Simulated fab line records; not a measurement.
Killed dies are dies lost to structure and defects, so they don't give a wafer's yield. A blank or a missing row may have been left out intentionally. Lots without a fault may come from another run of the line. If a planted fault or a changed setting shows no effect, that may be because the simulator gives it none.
Problem report in the 8D (eight disciplines) form, filled by code	flow sky130	the parts of the form that need people (team, actions taken, sign-off) are left out

== 1. THE ISSUE ==
Mean VT_ADJUST_HVTR_TW at SKY_VT_ADJUST_HVTR_TW_MEAS_11: 30.0 over 4 wafers in 3 lots; fault-free wafers: 210.0, standard deviation 1.2. That is -99 or more standard deviations from the usual mean.
First observed at day 11 00:44: wafer L138.3, on film metro-01. The record holds 36 wafers of 13 lots with a number at this step. Rule for "out" (also "out of limits"): further than 4 standard deviations from the usual mean. The other wafers with a number count as sound.

== 2. WHAT IT IS AND WHAT IT IS NOT ==
question	is	is not
which readings at this step	VT_ADJUST_HVTR_TW	-
which lots	L138, L139, L141	L133, L134, L135, L146, L148, L149, L150, L151, L152, L156
which wafers of those lots	L138.3, L138.4, L139.3, L141.3	L139.2, L141.2
read on which gauges	film metro-01, film metro-02, film metro-04	-
when	from day 11 00:44	up to then (9 sound wafers); but 23 sound wafers of L139, L141, L146, L148, L149, L150, L151, L152, L156 came after

== 3. SUSPECTS, AND WHAT RULES EACH OUT ==
Counting: if a tool at a process step up to the reading ran every lot that is out, it stays a suspect. Sound lots after the first of them don't rule it out here, since some wafers of a struck lot are sound.
- the gauge at SKY_VT_ADJUST_HVTR_TW_MEAS_11 has been ruled out. The wafers that are out were read on 3 gauges (film metro-01, film metro-02, film metro-04).
- litho track-02 at SKY_VT_ADJUST_HVTR_DEVELOP_06 (develop time 60 s): kept. It ran every lot that is out, first L138 (day 11 00:13); its last sound lot up to then is L133 (day 9 12:31).
After counting, what remains is litho track-02 at SKY_VT_ADJUST_HVTR_DEVELOP_06.

== 4. THE CAUSE (what the simulator had put in) ==
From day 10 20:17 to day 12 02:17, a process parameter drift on litho track-02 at SKY_VT_ADJUST_HVTR_DEVELOP_06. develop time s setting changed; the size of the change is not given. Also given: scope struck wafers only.
The count eliminated every tool but this one.

== 5. THE EFFECT CHAIN, in route order ==
Each row: a reading where the mean over the struck wafers with a number is more than 3 standard deviations away from the usual. Only readings whose record carries a usual standard deviation are examined. hours: median over the lots of the time between each lot's start at the first step of this table that gives one and its start at this step. sigmas: the change, counted in usual standard deviations.
hours	step	reading	usual	on struck wafers	change	sigmas
0	SKY_VT_ADJUST_HVTR_TW_MEAS_11	VT_ADJUST_HVTR_TW	210.0	30.0	-180.0	-99 or more
862	SKY_PAD_OPEN_PROBE_99	killed at front end	15	420	+404	+90
862	SKY_PAD_OPEN_PROBE_99	killed dies	85	492	+407	+46
862	SKY_PAD_OPEN_PROBE_99	killed on rim	17	96	+79	+23
Here are the process steps it includes:
- SKY_PAD_OPEN_PROBE_99
Readings that are blank on the struck wafers while sound wafers have them: cd nm at SKY_VT_ADJUST_HVTR_CD_MEAS_07; VT_ADJUST_HVTR_OVL at SKY_VT_ADJUST_HVTR_OVL_MEAS_08.

== 6. HOW IT WOULD HAVE BEEN CAUGHT EARLIER ==
4 hours passed between the start of the fault at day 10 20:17 and the first reading out of limits at a measuring or inspecting step in this record, taken at day 11 00:44.
Between SKY_VT_ADJUST_HVTR_DEVELOP_06 and SKY_VT_ADJUST_HVTR_TW_MEAS_11, SKY_VT_ADJUST_HVTR_CD_MEAS_07 gave no cd nm and SKY_VT_ADJUST_HVTR_OVL_MEAS_08 gave no VT_ADJUST_HVTR_OVL on the struck wafers, where sound wafers have one: a measuring or inspecting step that comes back empty is itself a sign.
No tool reading at SKY_VT_ADJUST_HVTR_DEVELOP_06 that has a usual standard deviation in the record was out on any struck wafer, so an alarm limit of 4 standard deviations on those readings would not have fired.
L139, L141, from the lots that are out (3), started SKY_VT_ADJUST_HVTR_DEVELOP_06 on litho track-02 later than day 11 00:44. A hold on the tool at that time would have spared those 2.
